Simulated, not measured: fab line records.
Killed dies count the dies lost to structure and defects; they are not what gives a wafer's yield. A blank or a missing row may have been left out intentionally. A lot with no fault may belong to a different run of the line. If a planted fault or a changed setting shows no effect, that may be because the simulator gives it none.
Which tool is to blame? | flow gf180mcu | Sampling: 6 lots, 18 wafers, 4 of 602 route steps

== WHAT THE GAUGES READ, wafer by wafer ==
GF_MIM_THK_MEAS_06.
lot  | measured     | on            | MIM_CVD_05_THK (nm)
L115 | day 25 00:19 | film-metro-03 | 41.5 41.6 41.8
L117 | day 25 22:17 | film-metro-04 | 41.2 41.5 42.1
L119 | day 26 15:26 | film-metro-03 | 42.3 42.0 43.0
L127 | day 28 21:23 | film-metro-04 | 41.8 28.4 41.5
L133 | day 30 15:13 | film-metro-02 | 42.4 42.6 42.7
L135 | day 31 05:35 | film-metro-02 | 41.8 41.3 41.6

== WHICH TOOL RAN EACH LOT (tool, then ch and the chambers of the sampled wafers, then the start) ==
lot  | GF_V3_ETCH_16                      | GF_V4_CVD_23                  | GF_MIM_CVD_05
L115 | rie-diel-04 ch 0,1,3, day 22 23:08 | cvd-w-01 ch 0,1, day 24 23:28 | pecvd-02 ch 0,1,2, day 25 00:17
L117 | rie-diel-04 ch 0,2,3, day 23 21:50 | cvd-w-01 ch 0, day 25 21:26   | pecvd-02 ch 0,2, day 25 22:15
L119 | rie-diel-02 ch 0,2,3, day 24 16:08 | cvd-w-01 ch 0,1, day 26 14:34 | pecvd-04 ch 0,1, day 26 15:24
L127 | rie-diel-03 ch 1,2,3, day 27 01:40 | cvd-w-01 ch 0,1, day 28 20:32 | pecvd-04 ch 0,1,2, day 28 21:21
L133 | rie-diel-04 ch 0,2,3, day 28 18:46 | cvd-w-01 ch 0,1, day 30 14:22 | pecvd-02 ch 0,1,2, day 30 15:11
L135 | rie-diel-04 ch 0,1,3, day 29 11:25 | cvd-w-01 ch 0,1, day 31 04:44 | pecvd-02 ch 0,1,2, day 31 05:34
- GF_V3_ETCH_16: etches BARC in N2/H2.
- GF_V4_CVD_23: deposits W, target thk 350 nm, time 104.9 s.
- GF_MIM_CVD_05: deposits Si3N4, target thk 42 nm, time 29.086 s.

== THE ANSWER, worked out from the rows above alone ==
Rule: the lots themselves supply what counts as usual. Put in order of their means at a reading, lots are off if they are a third of the lots or fewer, leave a main group of 4 or more, and stand apart from it by a gap of 3 or more times the standard deviation of the main group's means; of several such gaps the widest counts. A main group whose means are all the same, to the digits that the tables above print for the reading, isn't used. Also off: a lot with no number at a reading for which 4 or more lots have one. Where the step has rows for the other lots, those lots are counted as sound.
Off: L127, seen at GF_MIM_THK_MEAS_06 (MIM_CVD_05_THK). Main group: mean 42.0 nm, sd 0.44.
If a tool, at a process step before that reading, ran all the lots that are off and no sound lot after the first of them, it fits. Those tools and the gauges at GF_MIM_THK_MEAS_06 are tried in the same way. Can't be told from this: 3 tools fit, rie-diel-03 at GF_V3_ETCH_16, pecvd-04 at GF_MIM_CVD_05, film-metro-04 at GF_MIM_THK_MEAS_06.

== WHAT THE SIMULATOR PUT IN ==
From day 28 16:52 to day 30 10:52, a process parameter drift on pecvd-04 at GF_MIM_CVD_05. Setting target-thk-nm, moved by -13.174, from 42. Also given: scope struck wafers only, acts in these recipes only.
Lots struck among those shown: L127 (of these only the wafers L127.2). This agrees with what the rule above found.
